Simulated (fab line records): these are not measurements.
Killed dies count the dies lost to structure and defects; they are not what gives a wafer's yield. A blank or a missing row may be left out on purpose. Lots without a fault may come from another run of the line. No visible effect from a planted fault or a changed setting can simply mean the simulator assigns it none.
What tool caused it? -- flow sfq_line -- 21 wafers from 7 lots sampled at 2 of the route's 325 steps

WHAT THE GAUGES SHOWED, per wafer
SFQ_M8_RS_MEAS_949: measures by four-point-probe.
lot,measured,on,M8_AU_RS (ohm/sq)
L339,day 83 16:29,film_metro-02,0.1568 0.1556 0.1561
L341,day 84 15:31,film_metro-02,0.1533 0.1530 0.1524
L343,day 84 23:53,film_metro-02,0.1524 0.1522 0.1528
L345,day 85 07:06,film_metro-03,0.1528 0.1518 0.1528
L349,day 85 19:06,film_metro-04,0.1557 0.1557 0.1559
L351,day 86 01:07,film_metro-04,0.1535 0.1535 0.1519
L354,day 86 14:17,film_metro-04,0.1516 0.1525 0.1334

WHICH TOOL RAN EACH LOT (tool, then ch and the chambers of the sampled wafers, then the start)
lot,SFQ_TRILAYER_M8_DEP_EVAP_196
L339,"pvd_sputter-02, day 83 15:56"
L341,"pvd_sputter-02, day 84 14:58"
L343,"pvd_sputter-02, day 84 23:22"
L345,"pvd_sputter-02, day 85 06:34"
L349,"pvd_sputter-02, day 85 18:34"
L351,"pvd_sputter-02, day 86 00:34"
L354,"pvd_sputter-01, day 86 13:46"
- SFQ_TRILAYER_M8_DEP_EVAP_196: material Au, target thk 180 nm, time 900 s.

THE ANSWER, worked out from the rows above alone
Rule: the usual values come from the lots themselves. Put in order of their means at a reading, lots are off if they are a third of the lots or fewer, leave a main group of 4 or more, and stand apart from it by a gap of 3 or more times the standard deviation of the main group's means; of several such gaps the widest counts. Not used: any main group whose means are identical at the precision the tables above print for the reading. A lot without any number at a reading at which 4 lots or more have one is off too. The other lots that the step has rows for count as sound.
Off: L354, at SFQ_M8_RS_MEAS_949 (M8_AU_RS). For the main group the mean is 0.1538 ohm/sq and the standard deviation 0.0016.
If a tool, at a process step before that reading, ran all the lots that are off and no sound lot after the first of them, it fits. The gauges at SFQ_M8_RS_MEAS_949 are tried like those tools. 2 tools fit, pvd_sputter-01 at SFQ_TRILAYER_M8_DEP_EVAP_196 and film_metro-04 at SFQ_M8_RS_MEAS_949, so this cannot tell which one it is.

WHAT HAD BEEN PUT IN BY THE SIMULATOR
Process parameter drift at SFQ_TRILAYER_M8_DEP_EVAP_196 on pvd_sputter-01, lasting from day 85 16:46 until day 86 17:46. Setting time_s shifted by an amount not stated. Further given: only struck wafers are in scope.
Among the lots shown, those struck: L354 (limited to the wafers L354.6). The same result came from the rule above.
